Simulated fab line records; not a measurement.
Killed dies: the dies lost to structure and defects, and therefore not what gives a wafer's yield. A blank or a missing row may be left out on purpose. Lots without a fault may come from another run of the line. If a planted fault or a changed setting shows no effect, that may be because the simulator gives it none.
Chamber matching	flow sky130	SKY_VIA3_ETCH_14 on rieDiel-04: 4 sister chambers
The step etches BARC in N2/H2, stops on SiO2, time 45.9 s, target depth 60 nm. 8 wafers are shown with their chamber, then 9 later ones without.

WAFERS WITH THEIR CHAMBER
wafer	chamber	drypumpMotorCurrentA (A)	throttleValvePct (%)
L077.4	2	6.1	13.237
L083.3	2	6.0	13.238
L083.4	1	5.7	13.236
L086.1	0	5.0	13.220
L086.5	3	5.9	13.225
L089.4	0	4.9	13.214
L089.5	1	5.7	13.242
L089.6	3	5.8	13.220

WAFERS MISSING THEIR CHAMBER
wafer	drypumpMotorCurrentA (A)	throttleValvePct (%)
L091.3	4.9	13.232
L091.4	5.7	13.232
L091.6	5.8	13.225
L090.1	4.9	13.213
L090.2	5.7	13.226
L090.5	6.0	13.243
L092.2	5.7	13.232
L092.3	6.0	13.207
L092.4	5.9	13.221

THE CHAMBER EACH PASSED THROUGH
wafer	from the rows above	in truth
L091.3	0	0
L091.4	can't be placed: 1 or 3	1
L091.6	3	3
L090.1	0	0
L090.2	can't be placed: 3 or 1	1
L090.5	2	2
L092.2	can't be placed: 1 or 3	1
L092.3	3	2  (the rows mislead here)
L092.4	3	3
Correctly placed: 5 of 9. From these rows, 3 cannot be placed; in 3 the true chamber is one of the candidates. Wrongly placed: 1.
How it was worked out, from the rows above alone: a wafer's distance from a chamber is the root of the sum, over the readings, of the square of ((its reading less the chamber's mean) divided by the reading's scatter). The wafer belongs to the nearest chamber; if the next one is less than 2 further off, it can't be placed. Each chamber's mean is taken over the wafers shown for it. How the scatter is found: for the shown wafers, subtract from each reading the mean of its chamber, square and add these, divide the total by (wafers less chambers), then take the root.
